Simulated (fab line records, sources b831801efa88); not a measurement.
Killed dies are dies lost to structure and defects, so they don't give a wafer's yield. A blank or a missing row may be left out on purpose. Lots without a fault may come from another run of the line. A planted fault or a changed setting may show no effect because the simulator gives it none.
Tool commonality check | flow gf180mcu | 12 lots, 36 wafers sampled

WHY IT WAS OPENED
At GF_STI_THK_MEAS_04 the reading STI_CVD_03_THK is flagged on 1 of 12 lots. Wafers without a fault read 207.6 nm, standard deviation 1.8.
Rule: a lot is flagged when every wafer of it that has a number lies more than 4 standard deviations from that mean, or none has a number. The other lots count as sound.

lot  | measured    | on            | STI_CVD_03_THK (nm), wafer by wafer | flag
L592 | day 1 13:46 | film_metro-04 | 212.2 208.2 212.3                   |
L593 | day 1 18:49 | film_metro-01 | 207.3 207.5 206.0                   |
L594 | day 1 23:34 | film_metro-03 | 205.5 204.3 206.3                   |
L595 | day 2 05:04 | film_metro-03 | 204.6 207.1 207.2                   |
L596 | day 2 09:46 | film_metro-04 | 210.4 210.6 210.9                   |
L597 | day 2 14:34 | film_metro-04 | 205.3 206.5 207.4                   |
L598 | day 2 20:40 | film_metro-01 | 208.8 207.2 210.9                   |
L599 | day 3 01:55 | film_metro-01 | 206.9 208.4 206.7                   |
L601 | day 3 10:38 | film_metro-03 | 205.2 204.4 204.3                   |
L603 | day 3 20:35 | film_metro-04 | 208.1 208.1 208.6                   |
L604 | day 4 01:46 | film_metro-03 | 206.4 206.7 206.5                   |
L605 | day 4 06:34 | film_metro-03 | 331.1 333.6 330.9                   | FLAGGED
The numbers of the flagged lots are 331.9 nm on average: +124.3 nm against the usual, or +69 standard deviations.

WHICH TOOL RAN EACH LOT
The record holds 1 process step before the reading, out of a route of 602 steps. In each cell: the tool, then ch and the chambers that the sampled wafers went through, then the start.
lot  | flag    | GF_STI_CVD_03
L592 |         | lpcvd-02 ch 1, day 1 11:47
L593 |         | lpcvd-01 ch 1, day 1 16:50
L594 |         | lpcvd-01 ch 0, day 1 21:34
L595 |         | lpcvd-01 ch 0, day 2 03:05
L596 |         | lpcvd-02 ch 0, day 2 07:46
L597 |         | lpcvd-01 ch 1, day 2 12:34
L598 |         | lpcvd-02 ch 1, day 2 17:41
L599 |         | lpcvd-01 ch 1, day 2 23:55
L601 |         | lpcvd-01 ch 1, day 3 08:37
L603 |         | lpcvd-01 ch 0, day 3 18:34
L604 |         | lpcvd-01 ch 0, day 3 23:44
L605 | FLAGGED | lpcvd-01 ch 0, day 4 04:34
What these steps do:
- GF_STI_CVD_03: deposits Si3N4 from DCS/NH3, target thk 207.16 nm, time 3551 s.
- GF_STI_THK_MEAS_04

FLAGGED OVER TOTAL, TOOL BY TOOL (the gauges that took the reading come last)
step               | tool          | lots run | flagged | share of the flagged lots | sound lots run after its first flagged lot
GF_STI_CVD_03      | lpcvd-01      | 9        | 1       | all                       | 0
GF_STI_CVD_03      | lpcvd-02      | 3        | 0       | none                      | -
GF_STI_THK_MEAS_04 | film_metro-01 | 3        | 0       | none                      | -
GF_STI_THK_MEAS_04 | film_metro-03 | 5        | 1       | all                       | 0
GF_STI_THK_MEAS_04 | film_metro-04 | 4        | 0       | none                      | -

WHAT THE TABLE ALLOWS
2 rows of the table ran every flagged lot: lpcvd-01 at GF_STI_CVD_03, film_metro-03 at GF_STI_THK_MEAS_04.
- lpcvd-01 at GF_STI_CVD_03: 1 of its 9 lots flagged. Its last sound lot is L604 (day 3 23:44), its first flagged lot L605 (day 4 04:34): a fault that began between those two fits.
- film_metro-03 at GF_STI_THK_MEAS_04: 1 of its 5 lots flagged. Its last sound lot is L604 (day 4 01:46), its first flagged lot L605 (day 4 06:34): a fault that began between those two fits.
Counting lots can't tell these 2 tools apart, because each fits a fault that began at some hour. More lots, or a look at what each step does to the wafer, might.

WHAT THE SIMULATOR HAD PUT IN
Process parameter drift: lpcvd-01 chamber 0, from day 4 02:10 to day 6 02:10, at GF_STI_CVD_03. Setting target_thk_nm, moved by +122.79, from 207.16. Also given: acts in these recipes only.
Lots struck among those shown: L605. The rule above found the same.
